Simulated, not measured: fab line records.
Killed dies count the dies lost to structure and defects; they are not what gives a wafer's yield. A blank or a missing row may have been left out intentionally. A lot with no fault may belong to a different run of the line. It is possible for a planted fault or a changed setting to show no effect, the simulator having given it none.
fab line records    flow sky130
record lots=6  wafers=18  lastDay=50
route steps=708 shown VT_ADJUST_LVTN@116 VT_ADJUST_NCORE@119 VT_ADJUST_HVTR@131 PAD_OPEN@708
lots untouched by any fault: they come from a run of this same line in which no faults occurred
startH: hours from the record's opening day to when the first of the lot's shown wafers began    waitH: how many hours have passed since the lot's step before this one    " as in the row above    L1.1+2: a row that stands for several wafers    - either no value or no given start    * or withheld: withheld    < > ~ a bound
route shown NAME@n: NAME is a module with steps in the file, n the number in the route of the first one    usual: mean/standard deviation of fault-free wafers    same: alike in all rows    chamber/n: place in a boat    sites: the reading at each site    _std_site: their standard deviation    _edge_site: outer sites' mean less inner sites'    radiusMm: how far each site lies from the wafer's centre    mask NAME#n: copy n    behind: tool/chamber where the wafer was last shaped    hold: reason for holding the lot/hours on hold/outcome of the hold    device: whichever transistor did not switch (one of n, p or np)    end of line: the same wafers' tests at the end of the route    for a step that has no rows: nothing shown but its recipe    killed: the dies lost at the first sort to structure and to defects; this is not the yield of the wafer    map: per-die view of a wafer (x killed, . not killed, _ where there is no die)
set.NAME: setting as actually run; set.NAME@STEP: the setting as run at that earlier step    model.NAME: the simulator's own value behind a step, which no gauge read
lots seen at some steps along the route; tables by step, rows by wafer
services: from which hour (startH, from the record's first day; less than 0 if before it) a tool's chamber was out of use, for how many hours, and why
## steps
# step SKY_VT_ADJUST_LVTN_IMPLANT_19
# recipe species=B  energyKev=30  doseCm2=6.5e+11  tiltDeg=withheld
# step SKY_VT_ADJUST_LVTN_STRIP_20
# recipe chemistry=O2/N2  powerW=1400  pressureMtorr=1500  platenTempC=withheld  o2FlowSccm=3000  n2FlowSccm=300  overashFraction=0.5
# usual drypumpMotorCurrentA=6.0/0.58  oesProductAu=0.715/0.0047  stripTimeToEndpointS=14.16/0.042
# same overashFraction=0.5
lot.wafer  tool            chamber  startH  waitH  drypumpMotorCurrentA  oesProductAu  rfHoursCounterH  stripTimeToEndpointS
L944.1     plasmaAsher-03  0        189.44  0.1    5.9                   0.716         38               14.15
L944.3     "               0        "       "      5.9                   0.712         -                14.13
L944.4     "               1        "       "      6.8                   0.719         -                14.15
L947.2     plasmaAsher-04  0        204.59  0.1    6.5                   0.721         51               14.21
L947.3     "               0        "       "      6.5                   0.713         -                14.22
L947.4     "               1        "       "      6.3                   0.717         -                14.23
L954.1     plasmaAsher-04  0        259.12  0.1    6.5                   0.710         56               14.16
L954.2     "               1        "       "      6.3                   0.719         56               14.17
L954.3     "               1        "       "      6.3                   0.714         -                14.16
L957.2     plasmaAsher-01  1        276.32  0.1    5.6                   0.719         14               14.13
L957.3     "               0        "       "      5.1                   0.723         -                14.14
L957.4     "               1        "       "      5.6                   0.724         -                14.08
L960.3     plasmaAsher-01  1        292.93  0.1    5.6                   0.714         -                14.17
L960.4     "               0        "       "      5.1                   0.717         -                14.19
L960.5     "               0        "       "      5.1                   0.709         -                14.21
L964.3     plasmaAsher-01  0        316.15  0.1    5.1                   0.713         -                14.18
L964.4     "               1        "       "      5.6                   0.707         -                14.22
L964.6     "               1        "       "      5.6                   0.713         -                14.20
# step SKY_VT_ADJUST_LVTN_TW_MEAS_21
# usual VT_ADJUST_LVTN_2_TW=188.7/2.1
lot.wafer  tool          chamber  startH  waitH  VT_ADJUST_LVTN_2_TW
L944.1     filmMetro-04  -        189.54  0.1    191.0
L944.3     "             -        "       "      190.3
L944.4     "             -        "       "      191.6
L947.2     filmMetro-02  -        204.70  0.1    189.7
L947.3     "             -        "       "      190.2
L947.4     "             -        "       "      189.8
L954.1     filmMetro-01  -        259.22  0.1    185.6
L954.2     "             -        "       "      186.2
L954.3     "             -        "       "      185.3
L957.2     filmMetro-02  -        276.43  0.1    189.5
L957.3     "             -        "       "      190.3
L957.4     "             -        "       "      190.1
L960.3     filmMetro-01  -        293.02  0.1    185.0
L960.4     "             -        "       "      185.8
L960.5     "             -        "       "      185.8
L964.3     filmMetro-01  -        316.24  0.1    186.8
L964.4     "             -        "       "      186.2
L964.6     "             -        "       "      187.2
# step SKY_VT_ADJUST_NCORE_DEHYDRATE_00
# recipe tempC=200  timeS=60
# step SKY_VT_ADJUST_NCORE_HMDS_01
# recipe primeTimeS=60  primeTempC=120
# step SKY_VT_ADJUST_NCORE_COAT_02
# recipe resist=NOVOLAK  spinRpm=3000  resistThkNm=1140
# step SKY_VT_ADJUST_NCORE_SOFTBAKE_03
# recipe tempC=90  timeS=60  resist=NOVOLAK
# step SKY_VT_ADJUST_NCORE_EXPOSE_04
# recipe maskId=LVTN_COMPLEMENT_THIN  na=0.6  sourceShape=conventional  sigmaOuter=0.6  polarization=unpolarized  targetCdNm=380  doseMj=139
# step SKY_VT_ADJUST_NCORE_PEB_05
# recipe tempC=withheld  timeS=*  resist=NOVOLAK
# step SKY_VT_ADJUST_NCORE_DEVELOP_06
# recipe resist=NOVOLAK  developer=TMAH  developTimeS=60  devTempC=23
# step SKY_VT_ADJUST_NCORE_CD_MEAS_07
# recipe targetCdNm=380
# usual cdNm=379.9/2.7
lot.wafer  tool      chamber  startH  waitH  cdNm
L944.1     cdSem-02  -        212.17  0.1    380.2
L944.3     "         -        "       "      380.3
L944.4     "         -        "       "      379.7
L947.2     cdSem-01  -        227.61  0.1    375.8
L947.3     "         -        "       "      375.0
L947.4     "         -        "       "      374.6
L954.1     cdSem-02  -        283.08  0.1    378.7
L954.2     "         -        "       "      377.6
L954.3     "         -        "       "      377.4
L957.2     cdSem-01  -        300.76  0.1    384.7
L957.3     "         -        "       "      384.1
L957.4     "         -        "       "      384.1
L960.3     cdSem-01  -        318.77  0.1    377.4
L960.4     "         -        "       "      377.4
L960.5     "         -        "       "      379.9
L964.3     cdSem-02  -        342.78  0.1    378.7
L964.4     "         -        "       "      379.6
L964.6     "         -        "       "      381.2
# step SKY_VT_ADJUST_NCORE_OVL_MEAS_08
# usual VT_ADJUST_NCORE_OVL=0.0/1.2
lot.wafer  tool        chamber  startH  waitH  VT_ADJUST_NCORE_OVL[nm]
L944.1     overlay-01  -        212.29  0.1    1.0
L944.3     "           -        "       "      0.8
L944.4     "           -        "       "      1.8
L947.2     overlay-01  -        227.71  0.1    2.8
L947.3     "           -        "       "      1.4
L947.4     "           -        "       "      1.6
L954.1     overlay-02  -        283.20  0.1    1.8
L954.2     "           -        "       "      0.7
L954.3     "           -        "       "      0.8
L957.2     overlay-01  -        300.86  0.1    -0.4
L957.3     "           -        "       "      0.3
L957.4     "           -        "       "      1.5
L960.3     overlay-02  -        318.87  0.1    -1.6
L960.4     "           -        "       "      -0.3
L960.5     "           -        "       "      -0.8
L964.3     overlay-02  -        342.87  0.1    0.4
L964.4     "           -        "       "      1.9
L964.6     "           -        "       "      1.7
# step SKY_VT_ADJUST_NCORE_IMPLANT_09
# recipe species=B  energyKev=10  doseCm2=2.4e+12  tiltDeg=withheld
# usual beamOnS=10.02/0.2  endStationPressureTorr=4.99e-06/2.5e-07  faradayCurrentUA=13.52/0.27
lot.wafer  tool          chamber  startH  waitH  beamOnS  endStationPressureTorr  faradayCurrentUA
L944.1     implanter-03  0        212.33  0.0    10.05    4.72e-06                13.48
L944.3     "             0        "       "      10.19    5.01e-06                13.30
L944.4     "             0        "       "      9.72     5.01e-06                13.90
L947.2     implanter-02  0        227.77  0.0    10.21    5.05e-06                13.25
L947.3     "             0        "       "      9.98     5.01e-06                13.56
L947.4     "             0        "       "      10.27    4.86e-06                13.19
L954.1     implanter-02  0        283.24  0.0    11.26    7.375e-05               11.75
L954.2     "             0        "       "      11.28    7.51e-05                11.78
L954.3     "             0        "       "      11.33    7.992e-05               11.72
L957.2     implanter-02  0        300.92  0.0    11.31    8.094e-05               11.76
L957.3     "             0        "       "      11.02    8.04e-05                12.03
L957.4     "             0        "       "      11.64    7.18e-05                11.38
L960.3     implanter-03  0        318.94  0.1    10.00    5.04e-06                13.53
L960.4     "             0        "       "      10.20    4.78e-06                13.31
L960.5     "             0        "       "      9.56     4.91e-06                14.13
L964.3     implanter-03  0        342.94  0.1    10.23    5.16e-06                13.26
L964.4     "             0        "       "      10.15    4.81e-06                13.38
L964.6     "             0        "       "      9.95     4.86e-06                13.58
# step SKY_VT_ADJUST_NCORE_STRIP_10
# recipe chemistry=O2/N2  powerW=1400  pressureMtorr=1500  platenTempC=withheld  o2FlowSccm=3000  n2FlowSccm=300  overashFraction=0.5
# usual drypumpMotorCurrentA=6.2/0.43  oesProductAu=0.715/0.0047  stripTimeToEndpointS=14.17/0.037
# same overashFraction=0.5
lot.wafer  tool            chamber  startH  waitH  drypumpMotorCurrentA  oesProductAu  rfHoursCounterH  stripTimeToEndpointS
L944.1     plasmaAsher-04  0        212.48  0.1    6.5                   0.727         51               14.19
L944.3     "               1        "       "      6.3                   0.718         -                14.22
L944.4     "               0        "       "      6.5                   0.720         -                14.22
L947.2     plasmaAsher-03  1        227.89  0.1    6.8                   0.719         42               14.14
L947.3     "               1        "       "      6.8                   0.721         -                14.15
L947.4     "               0        "       "      5.9                   0.718         -                14.15
L954.1     plasmaAsher-02  0        283.39  0.1    5.5                   0.721         57               14.12
L954.2     "               1        "       "      5.9                   0.708         57               14.12
L954.3     "               0        "       "      5.5                   0.715         -                14.14
L957.2     plasmaAsher-03  1        301.10  0.2    6.8                   0.716         49               14.15
L957.3     "               1        "       "      6.8                   0.710         -                14.20
L957.4     "               0        "       "      5.9                   0.707         -                14.21
L960.3     plasmaAsher-03  1        319.07  0.1    6.8                   0.715         -                14.22
L960.4     "               0        "       "      5.9                   0.713         -                14.19
L960.5     "               0        "       "      5.9                   0.713         -                14.20
L964.3     plasmaAsher-04  0        343.07  0.1    6.5                   0.718         -                14.14
L964.4     "               1        "       "      6.3                   0.715         -                14.13
L964.6     "               1        "       "      6.3                   0.715         -                14.13
# step SKY_VT_ADJUST_NCORE_TW_MEAS_11
# usual VT_ADJUST_NCORE_TW=219/3
lot.wafer  tool          chamber  startH  waitH  VT_ADJUST_NCORE_TW
L944.1     filmMetro-03  -        212.58  0.1    215
L944.3     "             -        "       "      217
L944.4     "             -        "       "      215
L947.2     filmMetro-04  -        228.00  0.1    221
L947.3     "             -        "       "      222
L947.4     "             -        "       "      223
L954.1     filmMetro-04  -        283.49  0.1    231
L954.2     "             -        "       "      231
L954.3     "             -        "       "      231
L957.2     filmMetro-03  -        301.21  0.1    222
L957.3     "             -        "       "      222
L957.4     "             -        "       "      224
L960.3     filmMetro-03  -        319.16  0.1    215
L960.4     "             -        "       "      215
L960.5     "             -        "       "      215
L964.3     filmMetro-04  -        343.16  0.1    222
L964.4     "             -        "       "      222
L964.6     "             -        "       "      221
# step SKY_VT_ADJUST_HVTR_DEHYDRATE_00
# recipe tempC=200  timeS=60
# step SKY_PAD_OPEN_PROBE_99
# usual killed_at_M0_to_M3=43/6.4  killed_at_M4_up=3.2/1.8  killedAtContacts=25/5.5  killedAtFrontEnd=16/5.2  killedAtOther=0.3/0.49  killedDies=88/10  killedOpen=48/7  killedShort=40/7.1
# same grossDies=492  killedAtBackSide=0
lot.wafer  tool       chamber  startH   waitH  killed_at_M0_to_M3  killed_at_M4_up  killedAtContacts  killedAtFrontEnd  killedAtOther  killedDies  killedOpen  killedShort  model.etest.nfet_16v.rOnOhmUm  model.etest.pfetG5v0d10v5.rOnOhmUm  model.etest.resPwellUnderGate.rsOhmSq  model.etest.pfetG5v0d10v5.driveUaUm  model.etest.pfet_16v.driveUaUm  model.etest.nfet_16v.driveUaUm  model.etest.pfetG5v0d10v5.offLog10AUm  model.etest.pfetG5v0d10v5.vtSatV
L944.1     prober-02  -        1115.55  0.1    37                  5                19                10                2              73          40          33           1.408e+04                      4744                                2303                                   343.3                                253.3                           220.8                           -12.4                                  -0.6243
L944.3     prober-02  -        1115.65  0.2    39                  2                27                13                0              81          51          30           1.402e+04                      4639                                2294                                   354.1                                250.9                           224.2                           -12.03                                 -0.5764
L944.4     prober-02  -        1115.70  0.2    44                  1                20                9                 0              74          40          34           1.42e+04                       4754                                2289                                   343.9                                246.7                           221.8                           -12.25                                 -0.6123
L947.2     prober-02  -        1126.79  0.1    52                  5                20                18                0              95          48          47           1.424e+04                      4918                                2274                                   331.3                                243.7                           218.1                           -12.93                                 -0.6645
L947.3     prober-02  -        1126.84  0.2    48                  6                25                28                0              107         57          50           1.416e+04                      4820                                2298                                   333                                  244.7                           220.2                           -12.94                                 -0.6642
L947.4     prober-02  -        1126.89  0.2    50                  2                21                14                0              87          53          34           1.405e+04                      4716                                2284                                   342.5                                246.5                           221.9                           -12.51                                 -0.6228
L954.1     prober-01  -        1171.64  0.1    48                  3                22                10                0              83          48          35           1.461e+04                      4485                                2252                                   368.5                                264.6                           217.4                           -10.45                                 -0.4282
L954.2     prober-01  -        1171.69  0.1    42                  0                27                14                0              83          43          40           1.489e+04                      4620                                2247                                   355.6                                260.2                           213.7                           -10.64                                 -0.4551
L954.3     prober-01  -        1171.74  0.2    44                  2                25                22                0              93          62          31           1.476e+04                      4628                                2265                                   357.1                                263.5                           208.8                           -10.26                                 -0.4251
L957.2     prober-01  -        1181.88  0.1    39                  4                32                13                0              88          54          34           1.5e+04                        4575                                2244                                   356.6                                241.7                           209.4                           -10.63                                 -0.4612
L957.3     prober-01  -        1181.93  0.2    37                  3                19                12                0              71          37          34           1.471e+04                      4503                                2242                                   364.9                                259.3                           215.3                           -10.34                                 -0.4371
L957.4     prober-01  -        1181.98  0.2    43                  2                34                14                0              93          53          40           1.489e+04                      4526                                2260                                   362.6                                247.8                           212.1                           -10.54                                 -0.4407
L960.3     prober-02  -        1195.72  0.2    51                  1                20                12                0              84          45          39           1.419e+04                      4793                                2302                                   342.4                                245.1                           220.2                           -12.53                                 -0.6354
L960.4     prober-02  -        1195.77  0.2    46                  4                24                12                0              86          45          41           1.432e+04                      4789                                2282                                   340.8                                242.4                           219.2                           -12.46                                 -0.6265
L960.5     prober-02  -        1195.82  0.2    47                  5                25                16                1              94          49          45           1.43e+04                       4755                                2296                                   337.6                                242.7                           219.3                           -12.6                                  -0.6196
L964.3     prober-01  -        1207.05  0.2    51                  5                22                16                0              94          57          37           1.401e+04                      4766                                2279                                   342.8                                244.3                           225.7                           -12.46                                 -0.6198
L964.4     prober-01  -        1207.10  0.2    49                  6                20                19                0              94          47          47           1.424e+04                      4708                                2288                                   344.9                                236.4                           222.7                           -12.34                                 -0.6158
L964.6     prober-01  -        1207.20  0.2    38                  3                20                15                0              76          45          31           1.387e+04                      4727                                2282                                   345.1                                244.1                           224.1                           -12.53                                 -0.6256
# killed by level:class
L944.1 VIA1:geometricParticle:open=9 CONTACT:geometricParticle:open=8 METAL1:geometricParticle:short=7 CONTACT:geometricParticle:short=5 LI_CONTACT:geometricParticle:open=4 VIA3:geometricParticle:open=4 VIA1:geometricParticle:short=4 METAL2:geometricParticle:short=4
L944.3 VIA1:geometricParticle:open=14 LI_CONTACT:geometricParticle:open=11 VIA3:geometricParticle:open=8 CONTACT:geometricParticle:open=8 FIELD_ISO:geometricParticle:open=4 POLY_GATE:geometricParticle:short=4 VIA3:geometricParticle:short=4 LOCAL_INTERCONNECT:geometricParticle:short=4
L944.4 VIA1:geometricParticle:open=10 VIA3:geometricParticle:short=8 LI_CONTACT:geometricParticle:open=5 LOCAL_INTERCONNECT:geometricParticle:open=5 VIA1:geometricParticle:short=5 VIA2:geometricParticle:open=5 VIA3:geometricParticle:open=5 FIELD_ISO:geometricParticle:short=3
L947.2 VIA1:geometricParticle:open=14 VIA1:geometricParticle:short=13 CONTACT:geometricParticle:open=10 FIELD_ISO:geometricParticle:short=6 LI_CONTACT:geometricParticle:open=6 VIA3:geometricParticle:open=6 METAL1:geometricParticle:short=5 METAL4:geometricParticle:short=5
L947.3 CONTACT:geometricParticle:open=11 FIELD_ISO:geometricParticle:open=10 VIA2:geometricParticle:open=10 VIA1:geometricParticle:open=7 METAL4:geometricParticle:short=6 METAL1:geometricParticle:short=6 VIA1:geometricParticle:short=6 VIA3:geometricParticle:open=6
L947.4 VIA1:geometricParticle:open=12 CONTACT:geometricParticle:open=11 VIA3:geometricParticle:open=10 VIA1:geometricParticle:short=8 METAL1:geometricParticle:short=7 FIELD_ISO:geometricParticle:open=4 POLY_GATE:geometricParticle:open=4 LI_CONTACT:geometricParticle:short=4
L954.1 VIA1:geometricParticle:open=12 CONTACT:geometricParticle:open=10 VIA2:geometricParticle:open=8 CONTACT:geometricParticle:short=5 METAL1:geometricParticle:short=5 VIA1:geometricParticle:short=5 METAL2:geometricParticle:short=5 FIELD_ISO:geometricParticle:open=4
L954.2 CONTACT:geometricParticle:open=10 VIA1:geometricParticle:open=10 VIA1:geometricParticle:short=6 LI_CONTACT:geometricParticle:open=6 CONTACT:geometricParticle:short=5 METAL1:geometricParticle:short=5 FIELD_ISO:geometricParticle:short=4 FIELD_ISO:geometricParticle:open=4
L954.3 CONTACT:geometricParticle:open=10 VIA2:geometricParticle:open=10 VIA1:geometricParticle:open=9 LI_CONTACT:geometricParticle:open=8 VIA3:geometricParticle:open=8 FIELD_ISO:geometricParticle:open=5 POLY_GATE:geometricParticle:open=4 VIA3:geometricParticle:short=4
L957.2 CONTACT:geometricParticle:open=14 VIA1:geometricParticle:open=11 CONTACT:geometricParticle:short=7 VIA2:geometricParticle:open=7 LI_CONTACT:geometricParticle:open=6 FIELD_ISO:geometricParticle:open=5 METAL2:geometricParticle:short=5 METAL1:geometricParticle:short=4
L957.3 VIA1:geometricParticle:open=11 CONTACT:geometricParticle:short=9 METAL1:geometricParticle:short=5 CONTACT:geometricParticle:open=5 SPACER:geometricParticle:open=4 VIA1:geometricParticle:short=4 VIA3:geometricParticle:open=4 FIELD_ISO:geometricParticle:short=3
L957.4 CONTACT:geometricParticle:open=16 LI_CONTACT:geometricParticle:open=7 VIA1:geometricParticle:open=7 CONTACT:geometricParticle:short=6 METAL1:geometricParticle:short=6 METAL2:geometricParticle:short=6 POLY_GATE:geometricParticle:short=5 VIA1:geometricParticle:short=4
L960.3 VIA1:geometricParticle:open=13 VIA2:geometricParticle:open=10 VIA3:geometricParticle:open=8 CONTACT:geometricParticle:open=6 LOCAL_INTERCONNECT:geometricParticle:short=5 VIA1:geometricParticle:short=5 LI_CONTACT:geometricParticle:short=4 METAL2:geometricParticle:short=4
L960.4 CONTACT:geometricParticle:open=9 VIA1:geometricParticle:short=8 VIA3:geometricParticle:open=8 FIELD_ISO:geometricParticle:short=5 LI_CONTACT:geometricParticle:short=5 METAL1:geometricParticle:short=5 VIA1:geometricParticle:open=5 VIA2:geometricParticle:open=5
L960.5 VIA1:geometricParticle:open=13 CONTACT:geometricParticle:open=10 METAL2:geometricParticle:short=8 VIA2:geometricParticle:short=8 METAL1:geometricParticle:short=7 LI_CONTACT:geometricParticle:open=6 CONTACT:geometricParticle:short=5 VIA2:geometricParticle:open=5
L964.3 VIA1:geometricParticle:open=18 VIA2:geometricParticle:open=8 LI_CONTACT:geometricParticle:open=7 CONTACT:geometricParticle:short=6 CONTACT:geometricParticle:open=5 VIA1:geometricParticle:short=5 METAL3:geometricParticle:short=5 POLY_GATE:geometricParticle:open=4
L964.4 VIA1:geometricParticle:open=9 VIA3:geometricParticle:open=9 POLY_GATE:geometricParticle:open=7 CONTACT:geometricParticle:short=7 VIA1:geometricParticle:short=6 METAL3:geometricParticle:short=6 POLY_GATE:geometricParticle:short=5 LI_CONTACT:geometricParticle:open=5
L964.6 CONTACT:geometricParticle:open=9 VIA1:geometricParticle:open=7 VIA1:geometricParticle:short=6 POLY_GATE:geometricParticle:open=5 VIA3:geometricParticle:open=5 VIA2:geometricParticle:open=5 CONTACT:geometricParticle:short=4 METAL1:geometricParticle:short=4
## services
tool            chamber  startH  hours  kind
implanter-03    -        176.10  2.7    repair
plasmaAsher-01  -        182.78  4.0    pm
implanter-02    -        200.59  13.8   repair
plasmaAsher-01  -        203.59  14.6   pm
implanter-03    -        207.92  4.1    pm
implanter-03    -        221.31  6.2    repair
implanter-03    -        234.75  1.7    repair
implanter-03    -        251.03  6.2    repair
implanter-02    -        255.61  3.1    repair
implanter-02    -        280.12  2.8    pm
implanter-02    -        285.03  2.2    repair
implanter-02    -        288.58  5.5    pm
plasmaAsher-02  -        291.65  14.6   pm
plasmaAsher-04  -        299.81  2.1    repair
plasmaAsher-02  -        312.03  0.9    repair
plasmaAsher-03  -        312.41  5.4    pm
implanter-03    -        320.33  1.6    repair
implanter-03    -        334.66  2.7    repair
implanter-02    -        338.67  1.2    repair
## key
firstSign step=SKY_VT_ADJUST_NCORE_IMPLANT_09  reading=endStationPressureTorr  direction=up  sigmas=99+  usual=4.99e-06  struck=7.699e-05
effect step=SKY_VT_ADJUST_NCORE_IMPLANT_09  reading=faradayCurrentUA  direction=down  sigmas=6.6  usual=13.52  struck=11.74
effect step=SKY_VT_ADJUST_NCORE_TW_MEAS_11  reading=VT_ADJUST_NCORE_TW  direction=up  sigmas=2.6  usual=219  struck=227
modelEffect step=SKY_PAD_OPEN_PROBE_99  value=etest.nfet_16v.rOnOhmUm  without=1.418e+04  struck=1.481e+04
metAt SKY_VT_ADJUST_NCORE_IMPLANT_09
struckWafers L954.1,L954.2,L954.3,L957.2,L957.3,L957.4
testerLeftOut L954,L957
onsetBetween 227.77 283.24
fault kind=processParameterDrift  tool=implanter-02  chamber=-  onsetH=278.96  steps=SKY_VT_ADJUST_NCORE_IMPLANT_09  channel=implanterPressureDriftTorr  offset=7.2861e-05  shape=step  endH=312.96
fault kind=processParameterDrift  tool=implanter-02  chamber=-  onsetH=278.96  steps=SKY_VT_ADJUST_NCORE_IMPLANT_09  channel=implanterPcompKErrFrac  offset=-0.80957  shape=step  endH=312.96
# testerLeftOut: of these lots the tester's yield and bins aren't shown, on N5 and GAA mostly nor the transistor test; their killed dies are dies lost to structure and defects alone, not to doping, threshold or leakage, so they don't give the yield
